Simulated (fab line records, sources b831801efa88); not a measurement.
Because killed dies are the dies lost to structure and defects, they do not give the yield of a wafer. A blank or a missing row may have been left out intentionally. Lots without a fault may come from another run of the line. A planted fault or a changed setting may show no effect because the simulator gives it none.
fab line records + flow sfq-line
record
- lots=7
- wafers=21
- last-day=91
route steps=325 shown M5@208 A5B@209 R5@212
lots that met no fault: from a run of the same line without faults
start-h: start of the lot's first displayed wafer, in hours after the record's first day + wait-h: hours from the lot's prior step to this one + " same as the row above + L1.1+2: a row that stands for several wafers + - no value present, or no start provided + * or withheld: withheld + < > ~ a bound
route shown NAME@n: NAME is a module with steps in the file, n the number in the route of the first one + usual: the fault-free wafers' mean and standard deviation + same: alike in all rows + chamber/n: place in a boat + sites: readings site by site + _std_site: the standard deviation of these + _edge_site: mean of outer sites minus mean of inner sites + radius-mm: how far each site lies from the wafer's centre + mask NAME#n: copy n + behind: the tool/chamber that last shaped the wafer + hold: why the lot was held/for how many hours/how that ended + device: which transistor (n, p or np) failed to switch + end of line: tests run on the same wafers once the route is complete + a step without rows: its recipe alone + killed: dies lost to structure and defects at the first sort, not the wafer's yield + map: the dies of a wafer, with x for killed, . for not killed, _ for no die there
set.NAME: the setting the step ran with; set.NAME@STEP: the setting that earlier step ran with + model.NAME: the simulator's own value behind a step, which no gauge read
lots at some steps of the route; a table a step, a row a wafer
services: a tool's chamber out of use, with start hour (start-h, from the record's first day; less than 0 if before it), hours out, and reason
## steps
# step SFQ_TRILAYER_M5_STRIP_SOLV_CLEAN_128
# recipe
- chemistry=NMP
- temp-c=70
- time-s=600
# step SFQ_TRILAYER_A5B_DEP_PECVD_129
# recipe
- material=SiO2
- temp-c=150
- time-s=133.33
- pressure-torr=2.4
- rf-w=183.3
- precursor=SiH4/N2O
- target-thk-nm=600
# step SFQ_TRILAYER_A5B_CMP_CMP_130
# recipe
- stop-on=Nb
- down-force-psi=3
- platen-rpm=60
- target-thk-nm=340.7
# usual
- head-pressure-psi=3.001/0.0069
- motor-current-A=9.6/0.63
| lot.wafer | tool   | chamber | start-h | wait-h | head-pressure-psi | motor-current-A |
|-----------|--------|---------|---------|--------|-------------------|-----------------|
| L646.2    | cmp-01 | 0       | 1327.59 | 3.3    | 3.005             | 9.1             |
| L646.4    | "      | 3       | 1329.09 | 4.8    | 3.003             | 10.0            |
| L646.6    | "      | 0       | "       | "      | 3.004             | 9.4             |
| L648.1    | cmp-02 | 0       | 1337.43 | 1.0    | 3.014             | 10.3            |
| L648.5    | "      | 2       | 1338.43 | 2.0    | 3.004             | 9.0             |
| L648.6    | "      | 3       | "       | "      | 3.001             | 9.6             |
| L654.2    | cmp-01 | 1       | 1362.69 | 0.0    | 3.005             | 9.0             |
| L654.1    | "      | 2       | "       | "      | 3.008             | 9.0             |
| L654.4    | "      | 3       | "       | "      | 2.996             | 10.8            |
| L657.4    | cmp-02 | 1       | 1371.43 | 0.9    | 3.005             | 9.6             |
| L657.1    | "      | 2       | "       | "      | 2.984             | 8.8             |
| L657.6    | "      | 1       | 1373.43 | 2.9    | 2.992             | 9.9             |
| L659.1    | cmp-02 | 3       | 1406.11 | 2.5    | 3.008             | 10.0            |
| L659.4    | "      | 1       | 1407.11 | 3.5    | 3.003             | 10.7            |
| L659.6    | "      | 2       | "       | "      | 2.999             | 9.6             |
| L660.3    | cmp-02 | 0       | 1412.21 | 1.7    | 3.005             | 10.7            |
| L660.4    | "      | 2       | 1413.21 | 2.7    | 3.000             | 9.8             |
| L660.1    | "      | 3       | "       | "      | 2.995             | 9.4             |
| L661.1    | cmp-02 | 2       | 1415.21 | 2.2    | 2.997             | 9.1             |
| L661.5    | "      | 2       | 1417.21 | 4.2    | 2.990             | 9.4             |
| L661.6    | "      | 3       | "       | "      | 3.008             | 9.6             |
# step SFQ_TRILAYER_A5B_METRO_MEASURE_131
# step SFQ_TRILAYER_R5_DEP_SPUTTER_132
# recipe
- material=Ti
- base-pressure-pa=1.33e-06
- target-thk-nm=5
- power-w=2000
- time-s=5
- chamber-pressure-pa=0.4
# usual
- cathode-dc-power-W=2000.0/0.38
- throttle-valve-pct=29.9/0.77
| lot.wafer | tool           | chamber | start-h | wait-h | cathode-dc-power-W | throttle-valve-pct |
|-----------|----------------|---------|---------|--------|--------------------|--------------------|
| L646.2    | pvd-sputter-05 | -       | 1331.79 | 0.8    | 2000.0             | 29.6               |
| L646.4    | "              | -       | "       | "      | 1999.1             | 28.9               |
| L646.6    | "              | -       | "       | "      | 1999.5             | 28.7               |
| L648.1    | pvd-sputter-04 | -       | 1340.63 | 1.0    | 1999.7             | 31.9               |
| L648.5    | "              | -       | "       | "      | 2000.8             | 30.5               |
| L648.6    | "              | -       | "       | "      | 1999.9             | 29.4               |
| L654.1    | pvd-sputter-05 | -       | 1366.89 | 1.0    | 2000.4             | 29.8               |
| L654.2    | "              | -       | "       | "      | 2000.0             | 29.2               |
| L654.4    | "              | -       | "       | "      | 2000.5             | 29.5               |
| L657.1    | pvd-sputter-05 | -       | 1375.63 | 1.0    | 2000.0             | 29.3               |
| L657.4    | "              | -       | "       | "      | 1999.9             | 29.6               |
| L657.6    | "              | -       | "       | "      | 2000.3             | 29.7               |
| L659.1    | pvd-sputter-06 | -       | 1409.81 | 1.0    | 1999.9             | 28.9               |
| L659.4    | "              | -       | "       | "      | 1999.9             | 30.6               |
| L659.6    | "              | -       | "       | "      | 2000.2             | 29.1               |
| L660.1    | pvd-sputter-06 | -       | 1416.41 | 1.0    | 2000.1             | 28.9               |
| L660.3    | "              | -       | "       | "      | 2000.2             | 30.4               |
| L660.4    | "              | -       | "       | "      | 2000.0             | 30.3               |
| L661.1    | pvd-sputter-05 | -       | 1419.41 | 1.0    | 1999.8             | 29.1               |
| L661.5    | "              | -       | "       | "      | 2001.2             | 29.7               |
| L661.6    | "              | -       | "       | "      | 1999.8             | 28.9               |
# step SFQ_TRILAYER_R5_DEP_SPUTTER_133
# recipe
- material=MoNx
- base-pressure-pa=1.33e-06
- target-thk-nm=40
- power-w=1000
- time-s=66.7
- chamber-pressure-pa=0.4
# usual
- cathode-dc-power-W=1000.0/0.19
- throttle-valve-pct=29.9/0.77
| lot.wafer | tool           | chamber | start-h | wait-h | cathode-dc-power-W | throttle-valve-pct |
|-----------|----------------|---------|---------|--------|--------------------|--------------------|
| L646.2    | pvd-sputter-05 | -       | 1331.81 | 0.0    | 999.85             | 29.3               |
| L646.4    | "              | -       | "       | "      | 1000.2             | 29.0               |
| L646.6    | "              | -       | "       | "      | 1000.0             | 28.9               |
| L648.1    | pvd-sputter-04 | -       | 1340.65 | 0.0    | 999.87             | 32.0               |
| L648.5    | "              | -       | "       | "      | 1000.4             | 30.4               |
| L648.6    | "              | -       | "       | "      | 1000.1             | 29.5               |
| L654.1    | pvd-sputter-05 | -       | 1366.91 | 0.0    | 1000.4             | 29.5               |
| L654.2    | "              | -       | "       | "      | 999.99             | 29.6               |
| L654.4    | "              | -       | "       | "      | 999.91             | 29.6               |
| L657.1    | pvd-sputter-05 | -       | 1375.65 | 0.0    | 999.97             | 29.7               |
| L657.4    | "              | -       | "       | "      | 1000.2             | 29.6               |
| L657.6    | "              | -       | "       | "      | 999.98             | 29.6               |
| L659.1    | pvd-sputter-06 | -       | 1409.83 | 0.0    | 1000.1             | 29.0               |
| L659.4    | "              | -       | "       | "      | 1000.2             | 30.7               |
| L659.6    | "              | -       | "       | "      | 1000.2             | 29.0               |
| L660.1    | pvd-sputter-06 | -       | 1416.43 | 0.0    | 1000.0             | 28.9               |
| L660.3    | "              | -       | "       | "      | 1000.0             | 30.4               |
| L660.4    | "              | -       | "       | "      | 1000.0             | 30.1               |
| L661.1    | pvd-sputter-05 | -       | 1419.43 | 0.0    | 999.96             | 28.9               |
| L661.5    | "              | -       | "       | "      | 1000.2             | 29.6               |
| L661.6    | "              | -       | "       | "      | 999.83             | 28.6               |
# step SFQ_TRILAYER_R5_DEP_SPUTTER_134
# recipe
- material=Ti
- base-pressure-pa=1.33e-06
- target-thk-nm=5
- power-w=2000
- time-s=5
- chamber-pressure-pa=0.4
# usual
- cathode-dc-power-W=2000.0/0.35
- throttle-valve-pct=29.9/0.77
| lot.wafer | tool           | chamber | start-h | wait-h | cathode-dc-power-W | throttle-valve-pct |
|-----------|----------------|---------|---------|--------|--------------------|--------------------|
| L646.2    | pvd-sputter-05 | -       | 1331.86 | 0.0    | 2000.5             | 29.4               |
| L646.4    | "              | -       | "       | "      | 2000.5             | 29.2               |
| L646.6    | "              | -       | "       | "      | 1999.9             | 29.1               |
| L648.1    | pvd-sputter-04 | -       | 1340.70 | 0.0    | 2000.0             | 31.8               |
| L648.5    | "              | -       | "       | "      | 1999.8             | 30.4               |
| L648.6    | "              | -       | "       | "      | 2000.2             | 29.4               |
| L654.1    | pvd-sputter-05 | -       | 1366.96 | 0.0    | 2000.1             | 29.7               |
| L654.2    | "              | -       | "       | "      | 2000.2             | 29.6               |
| L654.4    | "              | -       | "       | "      | 2000.0             | 29.6               |
| L657.1    | pvd-sputter-05 | -       | 1375.70 | 0.0    | 1999.6             | 29.4               |
| L657.4    | "              | -       | "       | "      | 1999.7             | 29.7               |
| L657.6    | "              | -       | "       | "      | 1999.7             | 29.9               |
| L659.1    | pvd-sputter-06 | -       | 1409.88 | 0.0    | 2000.2             | 28.8               |
| L659.4    | "              | -       | "       | "      | 1999.2             | 30.6               |
| L659.6    | "              | -       | "       | "      | 1999.4             | 28.8               |
| L660.1    | pvd-sputter-06 | -       | 1416.48 | 0.0    | 1999.9             | 29.0               |
| L660.3    | "              | -       | "       | "      | 2000.1             | 30.4               |
| L660.4    | "              | -       | "       | "      | 2000.3             | 30.0               |
| L661.1    | pvd-sputter-05 | -       | 1419.48 | 0.0    | 1999.7             | 28.8               |
| L661.5    | "              | -       | "       | "      | 1999.7             | 29.3               |
| L661.6    | "              | -       | "       | "      | 1999.7             | 28.9               |
# step SFQ_R5_RS_MEAS_933
# recipe
- thk-meas-gauge=four-point-probe
- reads=Ti_of_TRILAYER_R5_DEP_SPUTTER_134+MoNx_of_TRILAYER_R5_DEP_SPUTTER_133+Ti_of_TRILAYER_R5_DEP_SPUTTER_132
# usual
- R5_MONX_RS=7.03/0.079
| lot.wafer | tool          | chamber | start-h | wait-h | R5_MONX_RS[ohm/sq] |
|-----------|---------------|---------|---------|--------|--------------------|
| L646.2    | film-metro-02 | -       | 1331.90 | 0.0    | 6.89               |
| L646.4    | "             | -       | "       | "      | 6.91               |
| L646.6    | "             | -       | "       | "      | 6.88               |
| L648.1    | film-metro-01 | -       | 1340.72 | 0.0    | 6.94               |
| L648.5    | "             | -       | "       | "      | 6.95               |
| L648.6    | "             | -       | "       | "      | 6.97               |
| L654.1    | film-metro-02 | -       | 1366.98 | 0.0    | 7.02               |
| L654.2    | "             | -       | "       | "      | 7.03               |
| L654.4    | "             | -       | "       | "      | 6.98               |
| L657.1    | film-metro-04 | -       | 1375.72 | 0.0    | 7.14               |
| L657.4    | "             | -       | "       | "      | 7.10               |
| L657.6    | "             | -       | "       | "      | 7.13               |
| L659.1    | film-metro-02 | -       | 1409.90 | 0.0    | 6.89               |
| L659.4    | "             | -       | "       | "      | 7.00               |
| L659.6    | "             | -       | "       | "      | 6.94               |
| L660.1    | film-metro-01 | -       | 1416.50 | 0.0    | 6.93               |
| L660.3    | "             | -       | "       | "      | 6.88               |
| L660.4    | "             | -       | "       | "      | 7.03               |
| L661.1    | film-metro-01 | -       | 1419.50 | 0.0    | 7.07               |
| L661.5    | "             | -       | "       | "      | 7.07               |
| L661.6    | "             | -       | "       | "      | 7.04               |
# step SFQ_R5_THK_MEAS_934
# recipe
- thk-meas-gauge=xrf
- reads=MoNx_of_TRILAYER_R5_DEP_SPUTTER_133
# usual
- R5_MONX_THK=39.6/0.47
| lot.wafer | tool          | chamber | start-h | wait-h | R5_MONX_THK[nm] |
|-----------|---------------|---------|---------|--------|-----------------|
| L646.2    | film-metro-02 | -       | 1332.01 | 0.1    | 40.3            |
| L646.4    | "             | -       | "       | "      | 40.4            |
| L646.6    | "             | -       | "       | "      | 40.5            |
| L648.1    | film-metro-01 | -       | 1340.84 | 0.1    | 40.1            |
| L648.5    | "             | -       | "       | "      | 40.2            |
| L648.6    | "             | -       | "       | "      | 39.8            |
| L654.1    | film-metro-02 | -       | 1367.10 | 0.1    | 39.8            |
| L654.2    | "             | -       | "       | "      | 39.7            |
| L654.4    | "             | -       | "       | "      | 40.1            |
| L657.1    | film-metro-04 | -       | 1375.84 | 0.1    | 38.6            |
| L657.4    | "             | -       | "       | "      | 39.2            |
| L657.6    | "             | -       | "       | "      | 39.2            |
| L659.1    | film-metro-02 | -       | 1410.02 | 0.1    | 40.5            |
| L659.4    | "             | -       | "       | "      | 40.2            |
| L659.6    | "             | -       | "       | "      | 40.4            |
| L660.1    | film-metro-01 | -       | 1416.62 | 0.1    | 40.4            |
| L660.3    | "             | -       | "       | "      | 40.5            |
| L660.4    | "             | -       | "       | "      | 39.2            |
| L661.1    | film-metro-01 | -       | 1419.62 | 0.1    | 39.2            |
| L661.5    | "             | -       | "       | "      | 39.1            |
| L661.6    | "             | -       | "       | "      | 39.2            |
# step SFQ_TRILAYER_R5_LITHO_COAT_141
# recipe
- resist=BARC
- spin-rpm=3000
- resist-thk-nm=62
# step SFQ_TRILAYER_R5_LITHO_COAT_136
# recipe
- resist=KrF
- spin-rpm=3000
- resist-thk-nm=600
# step SFQ_TRILAYER_R5_LITHO_SOFTBAKE_140
# recipe
- temp-c=withheld
- time-s=withheld
- resist=KrF
# step SFQ_TRILAYER_R5_LITHO_EXPOSE_137
# recipe
- mask-id=R5
- na=0.6
- source-shape=conventional
- sigma-outer=0.65
- target-cd-nm=500
- dose-mj=14.4
# usual
- exposure-dose-mJ-cm2=14.400/0.015
# same
- na=0.6
| lot.wafer | tool           | chamber | start-h | wait-h | mask | exposure-dose-mJ-cm2 |
|-----------|----------------|---------|---------|--------|------|----------------------|
| L646.2    | krf-scanner-02 | 0       | 1470.62 | -      | R5#0 | 14.407               |
| L646.4    | "              | 0       | "       | "      | R5#0 | 14.394               |
| L646.6    | "              | 0       | "       | "      | R5#0 | 14.413               |
| L648.1    | krf-scanner-02 | 0       | 1479.82 | -      | R5#0 | 14.384               |
| L648.5    | "              | 0       | "       | "      | R5#0 | 14.392               |
| L648.6    | "              | 0       | "       | "      | R5#0 | 14.392               |
| L654.1    | krf-scanner-02 | 0       | 1497.82 | -      | R5#0 | 14.408               |
| L654.2    | "              | 0       | "       | "      | R5#0 | 14.386               |
| L654.4    | "              | 0       | "       | "      | R5#0 | 14.396               |
| L657.1    | krf-scanner-02 | 0       | 1506.22 | -      | R5#0 | 14.394               |
| L657.4    | "              | 0       | "       | "      | R5#0 | 14.420               |
| L657.6    | "              | 0       | "       | "      | R5#0 | 14.416               |
| L659.1    | krf-scanner-02 | 0       | 1537.42 | -      | R5#0 | 14.998               |
| L659.4    | "              | 0       | "       | "      | R5#0 | 15.020               |
| L659.6    | "              | 0       | "       | "      | R5#0 | 15.012               |
| L660.1    | krf-scanner-02 | 0       | 1543.42 | -      | R5#0 | 15.036               |
| L660.3    | "              | 0       | "       | "      | R5#0 | 15.021               |
| L660.4    | "              | 0       | "       | "      | R5#0 | 15.011               |
| L661.1    | krf-scanner-02 | 0       | 1545.82 | -      | R5#0 | 15.005               |
| L661.5    | "              | 0       | "       | "      | R5#0 | 14.995               |
| L661.6    | "              | 0       | "       | "      | R5#0 | 15.047               |
# step SFQ_TRILAYER_R5_LITHO_PEB_139
# recipe
- peb-temp-c=115
- peb-time-s=60
- resist=KrF
# step SFQ_TRILAYER_R5_LITHO_DEVELOP_138
# recipe
- time-s=60
- resist=KrF
# step SFQ_R5_OVL_MEAS_935
# usual
- R5_OVL=3/4.6
| lot.wafer | tool       | chamber | start-h | wait-h | R5_OVL[nm] |
|-----------|------------|---------|---------|--------|------------|
| L646.2    | overlay-02 | -       | 1471.93 | 0.1    | -4         |
| L646.4    | "          | -       | "       | "      | -4         |
| L646.6    | "          | -       | "       | "      | -2         |
| L648.1    | overlay-02 | -       | 1481.32 | 0.1    | 8          |
| L648.5    | "          | -       | "       | "      | 11         |
| L648.6    | "          | -       | "       | "      | 7          |
| L654.1    | overlay-02 | -       | 1499.32 | 0.1    | 1          |
| L654.2    | "          | -       | "       | "      | 4          |
| L654.4    | "          | -       | "       | "      | 10         |
| L657.1    | overlay-01 | -       | 1507.72 | 0.1    | 3          |
| L657.4    | "          | -       | "       | "      | -7         |
| L657.6    | "          | -       | "       | "      | -3         |
| L659.1    | overlay-01 | -       | 1538.92 | 0.1    | -2         |
| L659.4    | "          | -       | "       | "      | -3         |
| L659.6    | "          | -       | "       | "      | 0          |
| L660.1    | overlay-02 | -       | 1544.92 | 0.1    | 5          |
| L660.3    | "          | -       | "       | "      | 7          |
| L660.4    | "          | -       | "       | "      | 6          |
| L661.1    | overlay-02 | -       | 1547.32 | 0.1    | 3          |
| L661.5    | "          | -       | "       | "      | -1         |
| L661.6    | "          | -       | "       | "      | -1         |
# step SFQ_TRILAYER_R5_BARC_OPEN_METAL_ETCH_177
# recipe
- mask-material=PR
- chemistry=O2
- target-depth-nm=125
- target=BARC
- icp-w=600
- bias-w=80
- pressure-mtorr=10
- time-s=41.7
# usual
- drypump-motor-current-A=5.36/0.23
- oes-product-au=0.685/0.0044
| lot.wafer | tool         | chamber | start-h | wait-h | drypump-motor-current-A | oes-product-au | rf-hours-counter-h | model.R5.cd-nm |
|-----------|--------------|---------|---------|--------|-------------------------|----------------|--------------------|----------------|
| L646.2    | rie-metal-04 | 0       | 1471.96 | 0.0    | 5.06                    | 0.687          | 60                 | 498.9          |
| L646.4    | "            | 0       | "       | "      | 5.07                    | 0.683          | -                  | 499            |
| L646.6    | "            | 1       | "       | "      | 5.32                    | 0.691          | -                  | 497.9          |
| L648.1    | rie-metal-03 | 0       | 1481.36 | 0.0    | 5.24                    | 0.691          | 37                 | 499.5          |
| L648.5    | "            | 1       | "       | "      | 5.49                    | 0.689          | -                  | 501.4          |
| L648.6    | "            | 0       | "       | "      | 5.26                    | 0.680          | -                  | 499.1          |
| L654.1    | rie-metal-04 | 1       | 1499.36 | 0.0    | 5.28                    | 0.689          | 26                 | 500.9          |
| L654.2    | "            | 0       | "       | "      | 5.07                    | 0.679          | 65                 | 500.2          |
| L654.4    | "            | 0       | "       | "      | 5.05                    | 0.687          | -                  | 501            |
| L657.1    | rie-metal-03 | 1       | 1507.76 | 0.0    | 5.53                    | 0.686          | 2                  | 499.6          |
| L657.4    | "            | 1       | "       | "      | 5.53                    | 0.679          | -                  | 497.7          |
| L657.6    | "            | 0       | "       | "      | 5.22                    | 0.686          | -                  | 497.6          |
| L659.1    | rie-metal-01 | 1       | 1538.96 | 0.0    | 5.36                    | 0.687          | 106                | 494.1          |
| L659.4    | "            | 1       | "       | "      | 5.38                    | 0.689          | -                  | 494.1          |
| L659.6    | "            | 0       | "       | "      | 5.84                    | 0.686          | -                  | 493.3          |
| L660.1    | rie-metal-03 | 1       | 1544.96 | 0.0    | 5.52                    | 0.691          | 7                  | 492.7          |
| L660.3    | "            | 1       | "       | "      | 5.52                    | 0.680          | -                  | 491.9          |
| L660.4    | "            | 0       | "       | "      | 5.23                    | 0.681          | -                  | 492.1          |
| L661.1    | rie-metal-03 | 1       | 1547.36 | 0.0    | 5.56                    | 0.687          | 8                  | 492.7          |
| L661.5    | "            | 1       | "       | "      | 5.53                    | 0.687          | -                  | 492.4          |
| L661.6    | "            | 0       | "       | "      | 5.25                    | 0.691          | -                  | 492.2          |
# step SFQ_TRILAYER_R5_ETCH_METAL_ETCH_139
# recipe
- stop-on=SiO2
- mask-material=PR
- chemistry=Cl2
- target-depth-nm=60
- icp-w=600
- bias-w=80
- pressure-mtorr=10
- time-s=40
# usual
- drypump-motor-current-A=5.36/0.23
- oes-product-au=0.988/0.0075
| lot.wafer | tool         | chamber | start-h | wait-h | drypump-motor-current-A | oes-product-au | rf-hours-counter-h | model.R5.cd-nm |
|-----------|--------------|---------|---------|--------|-------------------------|----------------|--------------------|----------------|
| L646.2    | rie-metal-04 | 0       | 1472.02 | 0.0    | 5.04                    | 0.985          | 60                 | 499.2          |
| L646.4    | "            | 0       | "       | "      | 5.04                    | 0.997          | -                  | 499.4          |
| L646.6    | "            | 1       | "       | "      | 5.30                    | 0.983          | -                  | 498.1          |
| L648.1    | rie-metal-03 | 0       | 1481.42 | 0.0    | 5.22                    | 0.987          | 37                 | 499.7          |
| L648.5    | "            | 1       | "       | "      | 5.49                    | 0.993          | -                  | 501            |
| L648.6    | "            | 0       | "       | "      | 5.21                    | 0.987          | -                  | 499.2          |
| L654.1    | rie-metal-04 | 1       | 1499.42 | 0.0    | 5.33                    | 0.973          | 26                 | 501            |
| L654.2    | "            | 0       | "       | "      | 5.05                    | 0.989          | 65                 | 500.5          |
| L654.4    | "            | 0       | "       | "      | 5.05                    | 0.978          | -                  | 501.4          |
| L657.1    | rie-metal-03 | 1       | 1507.82 | 0.0    | 5.51                    | 0.995          | 2                  | 499.9          |
| L657.4    | "            | 1       | "       | "      | 5.51                    | 0.993          | -                  | 498            |
| L657.6    | "            | 0       | "       | "      | 5.25                    | 0.985          | -                  | 497.6          |
| L659.1    | rie-metal-01 | 1       | 1539.02 | 0.0    | 5.38                    | 0.996          | 107                | 494.1          |
| L659.4    | "            | 1       | "       | "      | 5.38                    | 0.995          | -                  | 493.8          |
| L659.6    | "            | 0       | "       | "      | 5.83                    | 0.985          | -                  | 493.6          |
| L660.1    | rie-metal-03 | 1       | 1545.02 | 0.0    | 5.52                    | 0.994          | 7                  | 492.8          |
| L660.3    | "            | 1       | "       | "      | 5.50                    | 1.004          | -                  | 492.2          |
| L660.4    | "            | 0       | "       | "      | 5.24                    | 0.984          | -                  | 492            |
| L661.1    | rie-metal-03 | 1       | 1547.42 | 0.0    | 5.53                    | 0.988          | 8                  | 493.2          |
| L661.5    | "            | 1       | "       | "      | 5.53                    | 0.988          | -                  | 492.7          |
| L661.6    | "            | 0       | "       | "      | 5.23                    | 0.990          | -                  | 492.5          |
# step SFQ_TRILAYER_R5_STRIP_STRIP_140
# recipe
- gas=O2
- power-w=200
- platen-temp-c=40
- overash-fraction=0.65
- chemistry=O2
- pressure-mtorr=50
# usual
- drypump-motor-current-A=5.36/0.23
- oes-product-au=0.999/0.013
| lot.wafer | tool         | chamber | start-h | wait-h | drypump-motor-current-A | oes-product-au | rf-hours-counter-h |
|-----------|--------------|---------|---------|--------|-------------------------|----------------|--------------------|
| L646.2    | rie-metal-04 | 0       | 1472.08 | 0.0    | 5.03                    | 1.005          | 61                 |
| L646.4    | "            | 0       | "       | "      | 5.04                    | 1.003          | -                  |
| L646.6    | "            | 1       | "       | "      | 5.29                    | 0.987          | -                  |
| L648.1    | rie-metal-03 | 0       | 1481.48 | 0.0    | 5.24                    | 0.999          | 38                 |
| L648.5    | "            | 1       | "       | "      | 5.51                    | 0.993          | -                  |
| L648.6    | "            | 0       | "       | "      | 5.24                    | 0.997          | -                  |
| L654.1    | rie-metal-04 | 1       | 1499.48 | 0.0    | 5.30                    | 0.981          | 27                 |
| L654.2    | "            | 0       | "       | "      | 5.06                    | 0.990          | 65                 |
| L654.4    | "            | 0       | "       | "      | 5.10                    | 0.992          | -                  |
| L657.1    | rie-metal-03 | 1       | 1507.88 | 0.0    | 5.52                    | 1.012          | 2                  |
| L657.4    | "            | 1       | "       | "      | 5.55                    | 1.011          | -                  |
| L657.6    | "            | 0       | "       | "      | 5.25                    | 0.987          | -                  |
| L659.1    | rie-metal-01 | 1       | 1539.08 | 0.0    | 5.37                    | 1.018          | 107                |
| L659.4    | "            | 1       | "       | "      | 5.39                    | 1.015          | -                  |
| L659.6    | "            | 0       | "       | "      | 5.84                    | 0.988          | -                  |
| L660.1    | rie-metal-03 | 1       | 1545.08 | 0.0    | 5.52                    | 1.018          | 8                  |
| L660.3    | "            | 1       | "       | "      | 5.51                    | 1.010          | -                  |
| L660.4    | "            | 0       | "       | "      | 5.25                    | 0.994          | -                  |
| L661.1    | rie-metal-03 | 1       | 1547.48 | 0.0    | 5.55                    | 1.013          | 8                  |
| L661.5    | "            | 1       | "       | "      | 5.51                    | 1.016          | -                  |
| L661.6    | "            | 0       | "       | "      | 5.24                    | 0.989          | -                  |
## services
| tool           | chamber | start-h | hours | kind                   |
|----------------|---------|---------|-------|------------------------|
| pvd-sputter-06 | -       | 1329.02 | 2.9   | repair                 |
| rie-metal-04   | -       | 1361.15 | 0.5   | repair                 |
| rie-metal-01   | 1       | 1363.26 | 3.7   | repair                 |
| cmp-01         | -       | 1382.38 | 1.0   | repair                 |
| cmp-01         | -       | 1389.13 | 0.2   | repair                 |
| cmp-01         | -       | 1390.81 | 1.7   | repair                 |
| pvd-sputter-04 | -       | 1405.39 | 4.4   | repair                 |
| cmp-01         | -       | 1418.29 | 2.3   | repair                 |
| krf-scanner-02 | -       | 1427.04 | 0.8   | pm                     |
| cmp-02         | -       | 1430.21 | 4.0   | pm                     |
| pvd-sputter-05 | 2       | 1439.35 | -     | consumable-replace:kit |
| pvd-sputter-05 | 2       | 1439.35 | 18.0  | scheduled-down         |
| pvd-sputter-05 | 2       | 1439.35 | 18.0  | vent-cycle             |
| krf-scanner-02 | -       | 1453.52 | 1.3   | pm                     |
| pvd-sputter-06 | -       | 1460.95 | 0.9   | repair                 |
| pvd-sputter-04 | -       | 1462.39 | 2.0   | repair                 |
| krf-scanner-02 | -       | 1472.82 | 1.0   | pm                     |
| rie-metal-03   | 1       | 1482.08 | -     | clean                  |
| pvd-sputter-05 | -       | 1502.50 | 4.6   | repair                 |
| rie-metal-03   | -       | 1511.07 | 2.8   | pm                     |
| krf-scanner-02 | -       | 1529.75 | 0.3   | repair                 |
| cmp-01         | -       | 1545.46 | 5.1   | pm                     |
| cmp-02         | -       | 1546.18 | 0.4   | repair                 |
| krf-scanner-02 | -       | 1547.02 | 4.0   | pm                     |
## key
first-sign
- step=SFQ_TRILAYER_R5_LITHO_EXPOSE_137
- reading=exposure-dose-mJ-cm2
- direction=up
- sigmas=42
- usual=14.400
- struck=15.016
effect none on later readings
model-effect
- step=SFQ_TRILAYER_R5_BARC_OPEN_METAL_ETCH_177
- value=R5.cd-nm
- without=499.7
- struck=492.8
model-effect
- step=SFQ_TRILAYER_R5_ETCH_METAL_ETCH_139
- value=R5.cd-nm
- without=499.7
- struck=492.9
met-at SFQ_TRILAYER_R5_LITHO_EXPOSE_137
struck-wafers L659.1,L659.4,L659.6,L660.1,L660.3,L660.4,L661.1,L661.5,L661.6
onset-between 1506.22 1537.42
fault
- kind=process-parameter-drift
- tool=krf-scanner-02
- chamber=-
- onset-h=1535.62
- steps=SFQ_TRILAYER_R5_LITHO_EXPOSE_137
- channel=dose-mj
- offset=0.63153
- shape=step
- acts-in=these-recipes-only
- stated=14.4
